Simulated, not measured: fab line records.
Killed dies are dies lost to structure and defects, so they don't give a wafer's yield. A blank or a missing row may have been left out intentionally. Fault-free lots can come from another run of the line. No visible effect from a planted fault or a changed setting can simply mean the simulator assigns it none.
fab line records | flow sfq_line
[record] lots = 7 | wafers = 21 | last_day = 75
route steps=325 shown I2@107 M3@118
lots that met no fault: from a run of the same line without faults
start_h: start of the lot's first displayed wafer, in hours after the record's first day | wait_h: hours elapsed since this lot's preceding step | " the same as in the row above | L1.1+2: a row that stands for several wafers | - no value, or no start given | * or withheld: withheld | < > ~ a bound
route shown NAME@n: a module of which the file shows steps, and the number in the route of the first | usual: the fault-free wafers' mean and standard deviation | same: alike in all rows | chamber/n: place in a boat | sites: per-site readings | _std_site: how widely they spread, as a standard deviation | _edge_site: inner sites' mean taken away from outer sites' mean | radius_mm: how far each site lies from the wafer's centre | mask NAME#n: copy n | behind: the last tool/chamber to shape the wafer | hold: why the lot was held/for how many hours/how that ended | device: which transistor (n, p or np) failed to switch | end of line: tests of these same wafers at the route's end | a step without rows: its recipe alone | killed: dies that structure and defects cost at the first sort, which is not the same as the wafer's yield | map: a wafer's dies, x killed, . not, _ none there
set.NAME: the setting the step ran with; set.NAME@STEP: the setting that earlier step ran with | model.NAME: the simulator's own value behind a step, which no gauge read
a table for each step, a row for each wafer; lots at some steps of the route
services: a tool's chamber out of use, with start hour (start_h, from the record's first day; less than 0 if before it), hours out, and reason
[[steps]]
[step SFQ_TRILAYER_I2_VIA_LITHO_COAT_072]
[recipe] resist = BARC | spin_rpm = 3000 | resist_thk_nm = 62
[step SFQ_TRILAYER_I2_VIA_LITHO_COAT_067]
[recipe] resist = KrF | spin_rpm = 3000 | resist_thk_nm = 650
[step SFQ_TRILAYER_I2_VIA_LITHO_SOFTBAKE_071]
[recipe] temp_c = withheld | time_s = withheld | resist = KrF
[step SFQ_TRILAYER_I2_VIA_LITHO_EXPOSE_068]
[recipe] mask_id = I2 | na = 0.6 | source_shape = conventional | sigma_outer = 0.65 | target_cd_nm = 500 | dose_mj = 21.3
[step SFQ_TRILAYER_I2_VIA_LITHO_PEB_070]
[recipe] peb_temp_c = 115 | peb_time_s = 60 | resist = KrF
[step SFQ_TRILAYER_I2_VIA_LITHO_DEVELOP_069]
[recipe] time_s = 60 | resist = KrF
[step SFQ_I2_OVL_MEAS_918]
[usual] I2_OVL = 2/5.8
lot.wafer | tool       | chamber | start_h | wait_h | I2_OVL[nm]
L740.2    | overlay-01 | -       | 679.80  | 0.1    | 10
L740.4    | "          | -       | "       | "      | 7
L740.5    | "          | -       | "       | "      | 4
L744.1    | overlay-02 | -       | 745.14  | 0.1    | 1
L744.3    | "          | -       | "       | "      | -3
L744.5    | "          | -       | "       | "      | -4
L746.2    | overlay-01 | -       | 760.39  | 0.1    | -2
L746.3    | "          | -       | "       | "      | 7
L746.5    | "          | -       | "       | "      | 5
L747.1    | overlay-02 | -       | 762.79  | 0.1    | 1
L747.3    | "          | -       | "       | "      | -10
L747.4    | "          | -       | "       | "      | -6
L748.2    | overlay-01 | -       | 780.79  | 0.1    | -1
L748.4    | "          | -       | "       | "      | 3
L748.6    | "          | -       | "       | "      | -1
L751.2    | overlay-02 | -       | 809.59  | 0.1    | 4
L751.4    | "          | -       | "       | "      | 4
L751.5    | "          | -       | "       | "      | 10
L754.4    | overlay-01 | -       | 846.81  | 0.1    | 2
L754.5    | "          | -       | "       | "      | 6
L754.6    | "          | -       | "       | "      | 2
[step SFQ_TRILAYER_I2_VIA_BARC_OPEN_VIA_ETCH_096]
[recipe] mask_material = PR | chemistry = O2 | target_depth_nm = 125 | target = BARC | source_w = 500 | bias_w = 80 | pressure_mtorr = 30 | time_s = 41.7
[usual] chamber_pressure_mTorr = 29.998/0.029 | drypump_motor_current_A = 5.5/0.39 | oes_product_au = 0.685/0.005
lot.wafer | tool        | chamber | start_h | wait_h | chamber_pressure_mTorr | drypump_motor_current_A | oes_product_au | rf_hours_counter_h
L740.2    | rie_diel-03 | 2       | 679.83  | 0.0    | 29.971                 | 5.5                     | 0.679          | 6
L740.4    | "           | 0       | "       | "      | 29.978                 | 6.0                     | 0.684          | 0
L740.5    | "           | 3       | "       | "      | 29.937                 | 6.2                     | 0.685          | -
L744.1    | rie_diel-02 | 0       | 745.17  | 0.0    | 30.048                 | 5.7                     | 0.683          | 0
L744.3    | "           | 3       | "       | "      | 29.977                 | 6.0                     | 0.687          | 11
L744.5    | "           | 2       | "       | "      | 29.991                 | 6.0                     | 0.683          | -
L746.2    | rie_diel-02 | 3       | 760.42  | 0.0    | 29.971                 | 6.0                     | 0.679          | 11
L746.3    | "           | 2       | "       | "      | 29.981                 | 6.0                     | 0.683          | 7
L746.5    | "           | 1       | "       | "      | 29.991                 | 5.2                     | 0.689          | -
L747.1    | rie_diel-03 | 0       | 762.82  | 0.0    | 30.008                 | 6.0                     | 0.685          | 2
L747.3    | "           | 3       | "       | "      | 30.039                 | 6.2                     | 0.687          | 1
L747.4    | "           | 2       | "       | "      | 29.995                 | 5.5                     | 0.690          | 8
L748.2    | rie_diel-02 | 2       | 780.82  | 0.0    | 29.982                 | 6.0                     | 0.688          | 7
L748.4    | "           | 0       | "       | "      | 29.989                 | 5.8                     | 0.687          | 1
L748.6    | "           | 0       | "       | "      | 29.956                 | 5.8                     | 0.685          | -
L751.2    | rie_diel-04 | 2       | 809.62  | 0.0    | 29.966                 | 5.4                     | 0.684          | 30
L751.4    | "           | 1       | "       | "      | 29.973                 | 5.8                     | 0.690          | 4
L751.5    | "           | 3       | "       | "      | 30.042                 | 4.9                     | 0.688          | -
L754.4    | rie_diel-04 | 2       | 846.84  | 0.0    | 30.032                 | 5.4                     | 0.680          | -
L754.5    | "           | 3       | "       | "      | 29.978                 | 4.9                     | 0.684          | -
L754.6    | "           | 1       | "       | "      | 30.004                 | 5.8                     | 0.683          | -
[step SFQ_TRILAYER_I2_VIA_ETCH_VIA_ETCH_070]
[recipe] target = SiO2 | stop_on = Nb | mask_material = PR | taper_deg = 20 | chemistry = CHF3 | target_depth_nm = 260 | source_w = 500 | bias_w = 80 | pressure_mtorr = 30 | time_s = withheld
[usual] chamber_pressure_mTorr = 30.000/0.029 | drypump_motor_current_A = 5.5/0.39 | oes_product_au = 0.855/0.0049
lot.wafer | tool        | chamber | start_h | wait_h | chamber_pressure_mTorr | drypump_motor_current_A | oes_product_au
L740.2    | rie_diel-03 | 2       | 679.86  | 0.0    | 29.944                 | 5.5                     | 0.853
L740.4    | "           | 0       | "       | "      | 30.017                 | 6.0                     | 0.859
L740.5    | "           | 3       | "       | "      | 29.981                 | 6.2                     | 0.853
L744.1    | rie_diel-02 | 0       | 745.21  | 0.0    | 30.007                 | 5.7                     | 0.852
L744.3    | "           | 3       | "       | "      | 29.993                 | 6.0                     | 0.858
L744.5    | "           | 2       | "       | "      | 30.068                 | 6.0                     | 0.863
L746.2    | rie_diel-02 | 3       | 760.46  | 0.0    | 29.982                 | 6.0                     | 0.857
L746.3    | "           | 2       | "       | "      | 30.046                 | 6.0                     | 0.853
L746.5    | "           | 1       | "       | "      | 29.957                 | 5.1                     | 0.856
L747.1    | rie_diel-03 | 0       | 762.86  | 0.0    | 29.978                 | 6.0                     | 0.856
L747.3    | "           | 3       | "       | "      | 30.009                 | 6.2                     | 0.861
L747.4    | "           | 2       | "       | "      | 29.999                 | 5.5                     | 0.849
L748.2    | rie_diel-02 | 2       | 780.86  | 0.0    | 29.962                 | 6.0                     | 0.856
L748.4    | "           | 0       | "       | "      | 29.986                 | 5.7                     | 0.860
L748.6    | "           | 0       | "       | "      | 30.004                 | 5.8                     | 0.856
L751.2    | rie_diel-04 | 2       | 809.66  | 0.0    | 30.026                 | 5.4                     | 0.853
L751.4    | "           | 1       | "       | "      | 30.003                 | 5.8                     | 0.854
L751.5    | "           | 3       | "       | "      | 29.994                 | 4.9                     | 0.867
L754.4    | rie_diel-04 | 2       | 846.92  | 0.1    | 30.084                 | 5.4                     | 0.853
L754.5    | "           | 3       | "       | "      | 29.985                 | 4.9                     | 0.858
L754.6    | "           | 1       | "       | "      | 29.989                 | 5.8                     | 0.847
[step SFQ_TRILAYER_I2_VIA_STRIP_STRIP_071]
[recipe] gas = O2 | power_w = 200 | platen_temp_c = 40 | overash_fraction = 0.65 | chemistry = O2 | pressure_mtorr = 50
[usual] chamber_pressure_mTorr = 50.01/0.046 | drypump_motor_current_A = 5.9/0.34 | oes_product_au = 0.996/0.0092
lot.wafer | tool         | chamber | start_h | wait_h | chamber_pressure_mTorr | drypump_motor_current_A | oes_product_au | rf_hours_counter_h
L740.2    | rie_metal-04 | 1       | 679.98  | -      | 50.01                  | 5.4                     | 0.994          | 22
L740.4    | "            | 0       | "       | "      | 49.92                  | 6.4                     | 1.005          | -
L740.5    | "            | 0       | "       | "      | 50.01                  | 6.4                     | 0.991          | -
L744.1    | rie_metal-04 | 0       | 745.33  | -      | 50.06                  | 6.3                     | 1.013          | 72
L744.3    | "            | 1       | "       | "      | 50.01                  | 5.4                     | 0.991          | -
L744.5    | "            | 1       | "       | "      | 49.99                  | 5.4                     | 0.993          | -
L746.2    | rie_metal-01 | 0       | 760.58  | -      | 49.99                  | 5.8                     | 0.997          | 146
L746.3    | "            | 0       | "       | "      | 50.02                  | 5.8                     | 0.997          | -
L746.5    | "            | 0       | "       | "      | 50.05                  | 5.8                     | 0.993          | -
L747.1    | rie_metal-01 | 1       | 762.98  | -      | 50.08                  | 5.9                     | 0.987          | 116
L747.3    | "            | 1       | "       | "      | 49.98                  | 5.9                     | 0.976          | -
L747.4    | "            | 0       | "       | "      | 49.93                  | 5.8                     | 0.998          | -
L748.2    | rie_metal-01 | 1       | 780.98  | -      | 50.02                  | 5.9                     | 0.979          | 118
L748.4    | "            | 0       | "       | "      | 49.93                  | 5.8                     | 0.995          | -
L748.6    | "            | 0       | "       | "      | 50.03                  | 5.8                     | 1.012          | -
L751.2    | rie_metal-02 | 0       | 809.78  | -      | 49.90                  | 5.6                     | 0.994          | 113
L751.4    | "            | 0       | "       | "      | 50.01                  | 5.6                     | 0.993          | -
L751.5    | "            | 1       | "       | "      | 50.03                  | 6.3                     | 1.007          | -
L754.4    | rie_metal-04 | 1       | 847.18  | -      | 50.00                  | 5.5                     | 0.998          | -
L754.5    | "            | 1       | "       | "      | 50.05                  | 5.4                     | 1.003          | -
L754.6    | "            | 0       | "       | "      | 50.06                  | 6.4                     | 1.014          | -
[step SFQ_TRILAYER_I2_VIA_STRIP_SOLV_CLEAN_072]
[recipe] chemistry = NMP | temp_c = 70 | time_s = 600
[step SFQ_TRILAYER_M3_DEP_PRE_CLEAN_074]
[recipe] gas = Ar | time_s = 22.5 | bias_v = 250
[step SFQ_TRILAYER_M3_DEP_SPUTTER_073]
[recipe] material = Nb | base_pressure_pa = 1.33e-06 | chamber_pressure_pa = 0.1333 | substrate_temp_c = 20 | resputter_cathode_voltage_v = 400 | target_thk_nm = 200 | power_w = 2000 | time_s = 133.3
[usual] base_pressure_pa = 1.33e-06/9.1e-08 | cathode_dc_power_W = 2000.0/0.39 | substrate_temp_c = 19.98/0.12 | throttle_valve_pct = 30.6/0.99
lot.wafer | tool           | chamber | start_h | wait_h | base_pressure_pa | cathode_dc_power_W | substrate_temp_c | throttle_valve_pct
L740.2    | pvd_sputter-05 | -       | 680.81  | 0.0    | 1.37e-06         | 2000.1             | 20.04            | 30.1
L740.4    | "              | -       | "       | "      | 1.22e-06         | 2000.1             | 19.95            | 30.0
L740.5    | "              | -       | "       | "      | 1.21e-06         | 2000.6             | 19.92            | 29.8
L744.1    | pvd_sputter-03 | -       | 746.13  | 0.0    | 1.41e-06         | 2000.0             | 19.87            | 30.1
L744.3    | "              | -       | "       | "      | 1.33e-06         | 1999.8             | 19.89            | 28.7
L744.5    | "              | -       | "       | "      | 1.33e-06         | 1999.4             | 19.87            | 29.7
L746.2    | pvd_sputter-06 | -       | 761.38  | 0.0    | -                | -                  | -                | -
L746.3    | "              | -       | "       | "      | -                | -                  | -                | -
L746.5    | "              | -       | "       | "      | -                | -                  | -                | -
L747.1    | pvd_sputter-03 | -       | 763.78  | 0.0    | -                | -                  | -                | -
L747.3    | "              | -       | "       | "      | -                | -                  | -                | -
L747.4    | "              | -       | "       | "      | -                | -                  | -                | -
L748.2    | pvd_sputter-03 | -       | 781.78  | 0.0    | -                | -                  | -                | -
L748.4    | "              | -       | "       | "      | -                | -                  | -                | -
L748.6    | "              | -       | "       | "      | -                | -                  | -                | -
L751.2    | pvd_sputter-05 | -       | 810.58  | 0.0    | 1.37e-06         | 2000.2             | 19.91            | 30.8
L751.4    | "              | -       | "       | "      | 1.34e-06         | 1999.6             | 19.77            | 29.8
L751.5    | "              | -       | "       | "      | 1.41e-06         | 2000.3             | 19.88            | 31.1
L754.4    | pvd_sputter-06 | -       | 847.78  | 0.0    | 1.38e-06         | 1999.4             | 19.83            | 31.1
L754.5    | "              | -       | "       | "      | 1.28e-06         | 1999.7             | 19.88            | 32.5
L754.6    | "              | -       | "       | "      | 1.35e-06         | 1999.8             | 20.02            | 31.5
[step SFQ_M3_RS_MEAS_919]
[recipe] thk_meas_gauge = four-point-probe | reads = Nb_of_TRILAYER_M3_DEP_SPUTTER_073
[usual] M3_NB_RS = 0.890/0.0095
lot.wafer | tool          | chamber | start_h | wait_h | M3_NB_RS[ohm/sq]
L740.2    | film_metro-02 | -       | 681.01  | 0.1    | 0.888
L740.4    | "             | -       | "       | "      | 0.898
L740.5    | "             | -       | "       | "      | 0.886
L744.1    | film_metro-02 | -       | 746.22  | 0.0    | 0.883
L744.3    | "             | -       | "       | "      | 0.874
L744.5    | "             | -       | "       | "      | 0.886
L746.2    | film_metro-02 | -       | 761.49  | 0.1    | -
L746.3    | "             | -       | "       | "      | -
L746.5    | "             | -       | "       | "      | -
L747.1    | film_metro-02 | -       | 763.87  | 0.0    | -
L747.3    | "             | -       | "       | "      | -
L747.4    | "             | -       | "       | "      | -
L748.2    | film_metro-02 | -       | 781.89  | 0.1    | -
L748.4    | "             | -       | "       | "      | -
L748.6    | "             | -       | "       | "      | -
L751.2    | film_metro-02 | -       | 810.69  | 0.1    | 0.907
L751.4    | "             | -       | "       | "      | 0.897
L751.5    | "             | -       | "       | "      | 0.896
L754.4    | film_metro-04 | -       | 847.93  | 0.1    | 0.883
L754.5    | "             | -       | "       | "      | 0.875
L754.6    | "             | -       | "       | "      | 0.885
[step SFQ_TRILAYER_M3_LITHO_COAT_080]
[recipe] resist = BARC | spin_rpm = 3000 | resist_thk_nm = 62
[step SFQ_TRILAYER_M3_LITHO_COAT_075]
[recipe] resist = KrF | spin_rpm = 3000 | resist_thk_nm = 600
[step SFQ_TRILAYER_M3_LITHO_SOFTBAKE_079]
[recipe] temp_c = withheld | time_s = withheld | resist = KrF
[step SFQ_TRILAYER_M3_LITHO_EXPOSE_076]
[recipe] mask_id = M3 | na = 0.6 | source_shape = conventional | sigma_outer = 0.65 | target_cd_nm = 500 | dose_mj = 14.4
[step SFQ_TRILAYER_M3_LITHO_PEB_078]
[recipe] peb_temp_c = 115 | peb_time_s = 60 | resist = KrF
[step SFQ_TRILAYER_M3_LITHO_DEVELOP_077]
[recipe] time_s = 60 | resist = KrF
[step SFQ_M3_OVL_MEAS_921]
[usual] M3_OVL = -1/6.6
lot.wafer | tool       | chamber | start_h | wait_h | M3_OVL[nm]
L740.2    | overlay-01 | -       | 737.33  | 0.1    | -8
L740.4    | "          | -       | "       | "      | -6
L740.5    | "          | -       | "       | "      | -8
L744.1    | overlay-01 | -       | 808.23  | 0.1    | 6
L744.3    | "          | -       | "       | "      | 8
L744.5    | "          | -       | "       | "      | 6
L746.2    | overlay-01 | -       | 819.04  | 0.1    | -6
L746.3    | "          | -       | "       | "      | -6
L746.5    | "          | -       | "       | "      | -3
L747.1    | overlay-01 | -       | 820.23  | 0.1    | 2
L747.3    | "          | -       | "       | "      | 6
L747.4    | "          | -       | "       | "      | 9
L748.2    | overlay-02 | -       | 837.04  | 0.1    | -7
L748.4    | "          | -       | "       | "      | -2
L748.6    | "          | -       | "       | "      | -6
L751.2    | overlay-01 | -       | 864.44  | 0.1    | -9
L751.4    | "          | -       | "       | "      | -5
L751.5    | "          | -       | "       | "      | -14
L754.4    | overlay-02 | -       | 907.88  | 0.1    | -4
L754.5    | "          | -       | "       | "      | -8
L754.6    | "          | -       | "       | "      | -8
[step SFQ_TRILAYER_M3_BARC_OPEN_METAL_ETCH_100]
[recipe] mask_material = PR | chemistry = O2 | target_depth_nm = 125 | target = BARC | icp_w = 600 | bias_w = 80 | pressure_mtorr = 10 | time_s = 41.7
[usual] chamber_pressure_mTorr = 9.999/0.0097 | drypump_motor_current_A = 5.9/0.33 | oes_product_au = 0.685/0.0051
lot.wafer | tool         | chamber | start_h | wait_h | chamber_pressure_mTorr | drypump_motor_current_A | oes_product_au | rf_hours_counter_h
L740.2    | rie_metal-04 | 0       | 737.36  | 0.0    | 10.011                 | 6.4                     | 0.686          | 70
L740.4    | "            | 0       | "       | "      | 10.009                 | 6.4                     | 0.675          | -
L740.5    | "            | 1       | "       | "      | 9.995                  | 5.4                     | 0.685          | -
L744.1    | rie_metal-04 | 1       | 808.27  | 0.0    | 9.974                  | 5.4                     | 0.684          | 42
L744.3    | "            | 1       | "       | "      | 9.992                  | 5.4                     | 0.681          | -
L744.5    | "            | 1       | "       | "      | 9.992                  | 5.4                     | 0.686          | -
L746.2    | rie_metal-04 | 1       | 819.07  | 0.0    | 10.006                 | 5.4                     | 0.682          | 44
L746.3    | "            | 0       | "       | "      | 10.001                 | 6.3                     | 0.676          | -
L746.5    | "            | 0       | "       | "      | 10.008                 | 6.4                     | 0.684          | -
L747.1    | rie_metal-03 | 0       | 820.27  | 0.0    | 9.992                  | 5.9                     | 0.690          | 10
L747.3    | "            | 0       | "       | "      | 9.989                  | 5.8                     | 0.689          | -
L747.4    | "            | 1       | "       | "      | 10.016                 | 5.9                     | 0.684          | -
L748.2    | rie_metal-02 | 1       | 837.07  | 0.0    | 10.004                 | 6.2                     | 0.685          | 91
L748.4    | "            | 0       | "       | "      | 10.011                 | 5.6                     | 0.676          | -
L748.6    | "            | 0       | "       | "      | 9.992                  | 5.6                     | 0.682          | -
L751.2    | rie_metal-02 | 0       | 864.47  | 0.0    | 9.990                  | 5.6                     | 0.689          | 123
L751.4    | "            | 0       | "       | "      | 10.011                 | 5.6                     | 0.690          | -
L751.5    | "            | 0       | "       | "      | 9.999                  | 5.6                     | 0.674          | -
L754.4    | rie_metal-03 | 0       | 907.92  | 0.0    | 10.004                 | 5.8                     | 0.683          | -
L754.5    | "            | 0       | "       | "      | 10.002                 | 5.9                     | 0.691          | -
L754.6    | "            | 1       | "       | "      | 10.000                 | 6.0                     | 0.683          | -
[step SFQ_TRILAYER_M3_ETCH_METAL_ETCH_078]
[recipe] target = Nb | stop_on = SiO2 | mask_material = PR | chemistry = Cl2/Ar | target_depth_nm = 240 | icp_w = 600 | bias_w = 80 | pressure_mtorr = 10 | time_s = 120
[usual] chamber_pressure_mTorr = 10.000/0.01 | drypump_motor_current_A = 5.9/0.34 | oes_product_au = 0.894/0.0072
lot.wafer | tool         | chamber | start_h | wait_h | chamber_pressure_mTorr | drypump_motor_current_A | oes_product_au | rf_hours_counter_h
L740.2    | rie_metal-04 | 0       | 737.42  | 0.0    | 10.004                 | 6.4                     | 0.890          | 70
L740.4    | "            | 0       | "       | "      | 9.982                  | 6.4                     | 0.884          | -
L740.5    | "            | 1       | "       | "      | 10.009                 | 5.4                     | 0.896          | -
L744.1    | rie_metal-04 | 1       | 808.33  | 0.0    | 9.996                  | 5.4                     | 0.895          | 42
L744.3    | "            | 1       | "       | "      | 9.998                  | 5.4                     | 0.903          | -
L744.5    | "            | 1       | "       | "      | 9.989                  | 5.4                     | 0.885          | -
L746.2    | rie_metal-04 | 1       | 819.13  | 0.0    | 9.993                  | 5.4                     | 0.370          | 44
L746.3    | "            | 0       | "       | "      | 10.010                 | 6.4                     | 0.384          | -
L746.5    | "            | 0       | "       | "      | 10.005                 | 6.4                     | 0.381          | -
L747.1    | rie_metal-03 | 0       | 820.33  | 0.0    | 9.992                  | 5.9                     | 0.382          | 10
L747.3    | "            | 0       | "       | "      | 9.988                  | 5.8                     | 0.374          | -
L747.4    | "            | 1       | "       | "      | 10.000                 | 6.0                     | 0.377          | -
L748.2    | rie_metal-02 | 1       | 837.13  | 0.0    | 10.007                 | 6.2                     | 0.378          | 91
L748.4    | "            | 0       | "       | "      | 9.983                  | 5.6                     | 0.373          | -
L748.6    | "            | 0       | "       | "      | 10.016                 | 5.6                     | 0.374          | -
L751.2    | rie_metal-02 | 0       | 864.53  | 0.0    | 9.991                  | 5.6                     | 0.875          | 123
L751.4    | "            | 0       | "       | "      | 10.002                 | 5.6                     | 0.883          | -
L751.5    | "            | 0       | "       | "      | 10.010                 | 5.6                     | 0.895          | -
L754.4    | rie_metal-03 | 0       | 908.00  | 0.1    | 9.995                  | 5.8                     | 0.900          | -
L754.5    | "            | 0       | "       | "      | 9.995                  | 5.8                     | 0.903          | -
L754.6    | "            | 1       | "       | "      | 9.986                  | 6.0                     | 0.889          | -
[step SFQ_TRILAYER_M3_STRIP_STRIP_079]
[recipe] gas = O2 | power_w = 200 | platen_temp_c = 40 | overash_fraction = 0.65 | chemistry = O2 | pressure_mtorr = 50
[usual] chamber_pressure_mTorr = 50.00/0.048 | drypump_motor_current_A = 5.9/0.34 | oes_product_au = 0.998/0.0086
lot.wafer | tool         | chamber | start_h | wait_h | chamber_pressure_mTorr | drypump_motor_current_A | oes_product_au | rf_hours_counter_h
L740.2    | rie_metal-04 | 0       | 737.54  | 0.1    | 50.03                  | 6.3                     | 1.018          | 71
L740.4    | "            | 0       | "       | "      | 50.04                  | 6.4                     | 0.999          | -
L740.5    | "            | 1       | "       | "      | 49.98                  | 5.4                     | 0.997          | -
L744.1    | rie_metal-04 | 1       | 808.45  | 0.1    | 50.00                  | 5.4                     | 0.995          | 43
L744.3    | "            | 1       | "       | "      | 50.02                  | 5.4                     | 0.994          | -
L744.5    | "            | 1       | "       | "      | 50.02                  | 5.4                     | 0.998          | -
L746.2    | rie_metal-04 | 1       | 819.25  | 0.1    | 49.99                  | 5.4                     | 1.000          | 44
L746.3    | "            | 0       | "       | "      | 49.99                  | 6.4                     | 1.008          | -
L746.5    | "            | 0       | "       | "      | 49.99                  | 6.4                     | 1.012          | -
L747.1    | rie_metal-03 | 0       | 820.45  | 0.1    | 50.00                  | 5.9                     | 1.003          | 11
L747.3    | "            | 0       | "       | "      | 49.94                  | 5.8                     | 1.002          | -
L747.4    | "            | 1       | "       | "      | 49.99                  | 6.0                     | 1.005          | -
L748.2    | rie_metal-02 | 1       | 837.25  | 0.1    | 50.04                  | 6.2                     | 0.998          | 91
L748.4    | "            | 0       | "       | "      | 50.01                  | 5.6                     | 0.970          | -
L748.6    | "            | 0       | "       | "      | 49.96                  | 5.6                     | 0.979          | -
L751.2    | rie_metal-02 | 0       | 864.65  | 0.1    | 49.98                  | 5.6                     | 0.989          | 123
L751.4    | "            | 0       | "       | "      | 50.02                  | 5.6                     | 0.983          | -
L751.5    | "            | 0       | "       | "      | 49.97                  | 5.6                     | 0.982          | -
L754.4    | rie_metal-03 | 0       | 908.28  | 0.2    | 49.96                  | 5.9                     | 1.006          | -
L754.5    | "            | 0       | "       | "      | 49.98                  | 5.9                     | 1.005          | -
L754.6    | "            | 1       | "       | "      | 50.01                  | 6.0                     | 0.996          | -
[[services]]
tool           | chamber | start_h | hours | kind
rie_diel-02    | 1       | 663.58  | 6.0   | repair
rie_diel-03    | 3       | 686.55  | 18.3  | repair
rie_diel-03    | 1       | 686.80  | 5.1   | repair
rie_diel-04    | 0       | 692.51  | 5.2   | repair
rie_diel-02    | 3       | 695.10  | 1.7   | repair
rie_diel-02    | 2       | 698.29  | 11.8  | repair
rie_metal-03   | 1       | 735.50  | 4.4   | repair
rie_metal-04   | 1       | 756.50  | 11.4  | repair
rie_diel-02    | 3       | 762.68  | 6.5   | repair
rie_metal-01   | -       | 768.60  | 1.4   | pm
rie_metal-04   | -       | 768.89  | 1.1   | repair
rie_diel-04    | 0       | 772.96  | 9.5   | repair
rie_diel-04    | 2       | 803.85  | 3.6   | repair
rie_metal-01   | -       | 825.22  | 0.3   | repair
rie_diel-03    | 3       | 830.64  | 19.1  | repair
rie_diel-04    | 0       | 836.30  | 12.3  | repair
pvd_sputter-03 | -       | 837.28  | 3.4   | repair
rie_metal-01   | 1       | 837.49  | 19.2  | repair
rie_metal-04   | 1       | 857.93  | 4.7   | repair
rie_diel-04    | 1       | 858.25  | 4.2   | repair
rie_diel-03    | 3       | 861.21  | 1.3   | repair
rie_metal-01   | -       | 869.04  | 2.8   | pm
rie_diel-02    | 0       | 891.35  | 4.0   | repair
rie_diel-04    | 0       | 905.82  | 5.4   | repair
[[key]]
[first_sign] step = SFQ_TRILAYER_M3_DEP_SPUTTER_073 | reading = tool_record | direction = missing
[effect] step = SFQ_M3_RS_MEAS_919 | reading = M3_NB_RS | direction = missing
[effect] step = SFQ_TRILAYER_M3_ETCH_METAL_ETCH_078 | reading = oes_product_au | direction = down | sigmas = 72 | usual = 0.894 | struck = 0.377
met_at SFQ_TRILAYER_M3_DEP_SPUTTER_073
struck_wafers L746.2,L746.3,L746.5,L747.1,L747.3,L747.4,L748.2,L748.4,L748.6
onset_between 746.13 761.38
[fault] kind = skipped_step_whole | tool = pvd_sputter-03,pvd_sputter-06 | chamber = - | onset_h = 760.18 | steps = SFQ_TRILAYER_M3_DEP_SPUTTER_073 | scope = struck_lots_only
